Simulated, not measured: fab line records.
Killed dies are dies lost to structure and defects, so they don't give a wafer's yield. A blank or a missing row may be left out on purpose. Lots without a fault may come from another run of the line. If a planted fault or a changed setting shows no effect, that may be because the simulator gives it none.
Which tool did it? + flow gf180mcu + Sampling: 14 lots, 39 wafers, 6 of 602 route steps

== WHAT THE GAUGES READ, wafer by wafer ==
GF_MVPSD_TW_MEAS_11. Usual: MVPSD_TW gives 549.4 (standard deviation 2.5).
| lot  | measured     | on            | MVPSD_TW          | flag |
|------|--------------|---------------|-------------------|------|
| L773 | day 5 05:37  | film metro-02 | 550.4 555.4 553.8 |      |
| L774 | day 5 08:16  | film metro-03 | 548.0 545.3 547.9 |      |
| L775 | day 5 18:33  | film metro-04 | 548.8 547.0 548.5 |      |
| L776 | day 6 00:10  | film metro-03 | 549.2 549.4 548.4 |      |
| L777 | day 6 03:23  | film metro-04 | 551.0 550.6 547.6 |      |
| L778 | day 6 07:06  | film metro-02 | 556.4 556.2 555.0 |      |
| L781 | day 7 02:04  | film metro-04 | 562.2             | OFF  |
| L782 | day 7 07:53  | film metro-02 | 551.1 565.4       | OFF  |
| L788 | day 8 18:11  | film metro-04 | 552.0 549.6 549.2 |      |
| L790 | day 9 07:21  | film metro-03 | 548.3 546.4 546.8 |      |
| L791 | day 9 13:01  | film metro-02 | 551.9 547.6 549.7 |      |
| L794 | day 10 06:24 | film metro-03 | 546.6 542.4 545.2 |      |
| L795 | day 10 11:31 | film metro-02 | 548.8 551.6 551.2 |      |
| L796 | day 10 17:56 | film metro-03 | 544.8 547.1 548.5 |      |

GF_VT_IMPLANT_RS_MEAS_46: a four-point-probe measurement. Usual: MVSD_RS gives 456.9 ohm/sq (standard deviation 1.4).
| lot  | measured     | on            | MVSD_RS (ohm/sq)  | flag |
|------|--------------|---------------|-------------------|------|
| L773 | day 7 19:02  | film metro-04 | 455.9 455.0 454.9 |      |
| L774 | day 7 22:13  | film metro-04 | 456.5 457.3 458.3 |      |
| L775 | day 8 09:30  | film metro-02 | 457.7 458.9 457.1 |      |
| L776 | day 8 15:30  | film metro-03 | 456.6 456.3 457.6 |      |
| L777 | day 8 19:57  | film metro-02 | 456.7 456.5 456.9 |      |
| L778 | day 8 22:56  | film metro-04 | 457.9 459.6 458.7 |      |
| L781 | day 9 20:38  | film metro-04 | 455.7             |      |
| L782 | day 10 02:34 | film metro-04 | 457.9 460.5       |      |
| L788 | day 11 17:17 | film metro-02 | 455.5 456.3 455.5 |      |
| L790 | day 12 07:37 | film metro-02 | 455.6 457.6 457.6 |      |
| L791 | day 12 14:28 | film metro-02 | 456.7 457.4 455.3 |      |
| L794 | day 13 11:40 | film metro-02 | 455.0 455.2 454.0 |      |
| L795 | day 13 15:38 | film metro-02 | 456.1 456.8 457.3 |      |
| L796 | day 13 23:27 | film metro-02 | 457.6 458.7 459.0 |      |

GF_VT_IMPLANT_RS_MEAS_49: a four-point-probe measurement. Usual: MVPSD_RS gives 1168 ohm/sq (standard deviation 3.3).
| lot  | measured     | on            | MVPSD_RS (ohm/sq) | flag |
|------|--------------|---------------|-------------------|------|
| L773 | day 7 19:24  | film metro-04 | 1168 1171 1168    |      |
| L774 | day 7 22:34  | film metro-04 | 1164 1170 1169    |      |
| L775 | day 8 09:52  | film metro-02 | 1167 1167 1167    |      |
| L776 | day 8 15:52  | film metro-03 | 1168 1170 1171    |      |
| L777 | day 8 20:19  | film metro-02 | 1163 1162 1166    |      |
| L778 | day 8 23:17  | film metro-04 | 1170 1172 1172    |      |
| L781 | day 9 21:00  | film metro-04 | 1104              | OFF  |
| L782 | day 10 02:55 | film metro-04 | 1169 1109         | OFF  |
| L788 | day 11 17:38 | film metro-02 | 1164 1166 1167    |      |
| L790 | day 12 07:58 | film metro-02 | 1165 1167 1166    |      |
| L791 | day 12 14:49 | film metro-02 | 1166 1164 1166    |      |
| L794 | day 13 12:02 | film metro-02 | 1168 1169 1169    |      |
| L795 | day 13 15:59 | film metro-02 | 1161 1165 1166    |      |
| L796 | day 13 23:49 | film metro-02 | 1170 1170 1170    |      |

GF_POLY_GATE_OVL_MEAS_11. Usual: POLY_GATE_OVL gives -1 nm (standard deviation 6.2).
| lot  | measured     | on         | POLY_GATE_OVL (nm) | flag |
|------|--------------|------------|--------------------|------|
| L773 | day 9 08:57  | overlay-01 | 2 -1 -1            |      |
| L774 | day 9 12:46  | overlay-01 | -9 -10 1           |      |
| L775 | day 10 00:19 | overlay-02 | -2 3 3             |      |
| L776 | day 10 07:28 | overlay-02 | 10 5 10            |      |
| L777 | day 10 11:32 | overlay-02 | 0 -4 -3            |      |
| L778 | day 10 14:57 | overlay-02 | -3 -5 4            |      |
| L781 | day 11 13:39 | overlay-02 | -5                 |      |
| L782 | day 11 20:46 | overlay-02 | 6 6                |      |
| L788 | day 13 13:29 | overlay-01 | 1 8 -4             |      |
| L790 | day 14 06:17 | overlay-01 | 2 -3 -6            |      |
| L791 | day 14 14:18 | overlay-01 | -4 0 -2            |      |
| L794 | day 15 11:39 | overlay-01 | -3 9 -4            |      |
| L795 | day 15 15:23 | overlay-02 | 4 -5 -1            |      |
| L796 | day 15 23:11 | overlay-02 | 3 9 -3             |      |

GF_HV_LDD_CD_MEAS_46: the cd target is 400 nm. Usual: cd nm at 399.6 nm, with a standard deviation of 2.2.
| lot  | measured     | on        | cd nm (nm)        | flag |
|------|--------------|-----------|-------------------|------|
| L773 | day 12 14:08 | cd sem-01 | 402.0 402.1 400.4 |      |
| L774 | day 12 16:47 | cd sem-01 | 396.9 397.4 398.5 |      |
| L775 | day 13 05:35 | cd sem-01 | 398.0 399.8 399.2 |      |
| L776 | day 13 14:28 | cd sem-01 | 397.0 398.2 395.7 |      |
| L777 | day 13 20:30 | cd sem-02 | 398.6 395.3 398.8 |      |
| L778 | day 13 22:31 | cd sem-02 | 401.0 398.6 398.2 |      |
| L781 | day 15 00:23 | cd sem-02 | 398.7             |      |
| L782 | day 15 08:08 | cd sem-02 | 398.0 400.0       |      |
| L788 | day 17 06:01 | cd sem-01 | 396.8 397.0 396.8 |      |
| L790 | day 18 02:55 | cd sem-01 | 401.8 398.5 397.9 |      |
| L791 | day 18 12:56 | cd sem-01 | 402.2 402.6 404.1 |      |
| L794 | day 19 13:31 | cd sem-02 | 400.5 401.9 401.3 |      |
| L795 | day 19 16:44 | cd sem-01 | 401.2 397.3 402.3 |      |
| L796 | day 20 01:07 | cd sem-01 | 397.7 398.5 398.1 |      |

== WHICH TOOL RAN EACH LOT (tool, then ch and the chambers of the sampled wafers, then the start) ==
| lot  | GF_MVPSD_IMPLANT_08             |
|------|---------------------------------|
| L773 | implanter-04 ch 0, day 5 05:13  |
| L774 | implanter-02 ch 0, day 5 07:52  |
| L775 | implanter-04 ch 0, day 5 18:12  |
| L776 | implanter-01 ch 0, day 5 23:46  |
| L777 | implanter-02 ch 0, day 6 03:01  |
| L778 | implanter-01 ch 0, day 6 06:42  |
| L781 | implanter-02 ch 0, day 7 01:45  |
| L782 | implanter-02 ch 0, day 7 07:30  |
| L788 | implanter-01 ch 0, day 8 17:49  |
| L790 | implanter-01 ch 0, day 9 06:57  |
| L791 | implanter-01 ch 0, day 9 12:37  |
| L794 | implanter-01 ch 0, day 10 06:00 |
| L795 | implanter-01 ch 0, day 10 11:07 |
| L796 | implanter-01 ch 0, day 10 17:34 |
- GF_MVPSD_IMPLANT_08

== WHAT THE TOOLS THEMSELVES READ (means of the sampled wafers that have a number; where no wafer has one, the mark that the record gives instead) ==
GF_MVPSD_IMPLANT_08. Usual: beam on s 10.00 s, standard deviation 0.21; faraday current uA 84.6, standard deviation 1.8.
| lot  | tool         | beam on s (s) | faraday current uA | flag |
|------|--------------|---------------|--------------------|------|
| L773 | implanter-04 | 10.17         | 83.5               |      |
| L774 | implanter-02 | 10.06         | 84.1               |      |
| L775 | implanter-04 | 9.89          | 85.5               |      |
| L776 | implanter-01 | 10.16         | 83.2               |      |
| L777 | implanter-02 | 10.12         | 83.7               |      |
| L778 | implanter-01 | 9.94          | 85.5               |      |
| L781 | implanter-02 | 11.08         | 76.3               | OFF  |
| L782 | implanter-02 | 10.50         | 80.6               |      |
| L788 | implanter-01 | 9.82          | 85.9               |      |
| L790 | implanter-01 | 9.89          | 85.5               |      |
| L791 | implanter-01 | 10.03         | 84.3               |      |
| L794 | implanter-01 | 10.10         | 83.6               |      |
| L795 | implanter-01 | 10.05         | 84.1               |      |
| L796 | implanter-01 | 10.05         | 84.5               |      |

== THE ANSWER, worked out from the rows above alone ==
Rule: a lot is off if the mean of its wafers that have a number lies more than 3 standard deviations from the usual mean. Also off: a lot with no number at a reading for which 4 or more lots have one. Any other lot the step has rows for is counted as sound. After the gauges, taken in route order, come the tools' own readings; for these a lot's mean is taken, as printed above. At the first step where some lot is off, the reading lying furthest off is the one used; lots without a number count as furthest.
Off: L781, L782, at GF_MVPSD_TW_MEAS_11 (MVPSD_TW).
A tool fits if, at a process step before that reading, it ran every lot that is off, and no sound lot after the first of them. The gauges at GF_MVPSD_TW_MEAS_11 are tried like those tools. One candidate fits, namely implanter-02 at GF_MVPSD_IMPLANT_08. A fault onset in the window from L777 (day 6 03:01, its last sound lot) to L781 (day 7 01:45, its first lot off) fits.
The tool's own readings at GF_MVPSD_IMPLANT_08 bear it out: on the lots that are off they differ by more than 5 times the standard deviation of the sound lots' means. beam on s reads 10.79 s there against 10.02 s on the sound lots; faraday current uA reads 78.4 there against 84.5 on the sound lots.

== WHAT THE SIMULATOR HAD INSERTED ==
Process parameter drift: implanter-02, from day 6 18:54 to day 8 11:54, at GF_MVPSD_IMPLANT_08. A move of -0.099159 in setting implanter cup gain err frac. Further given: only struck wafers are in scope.
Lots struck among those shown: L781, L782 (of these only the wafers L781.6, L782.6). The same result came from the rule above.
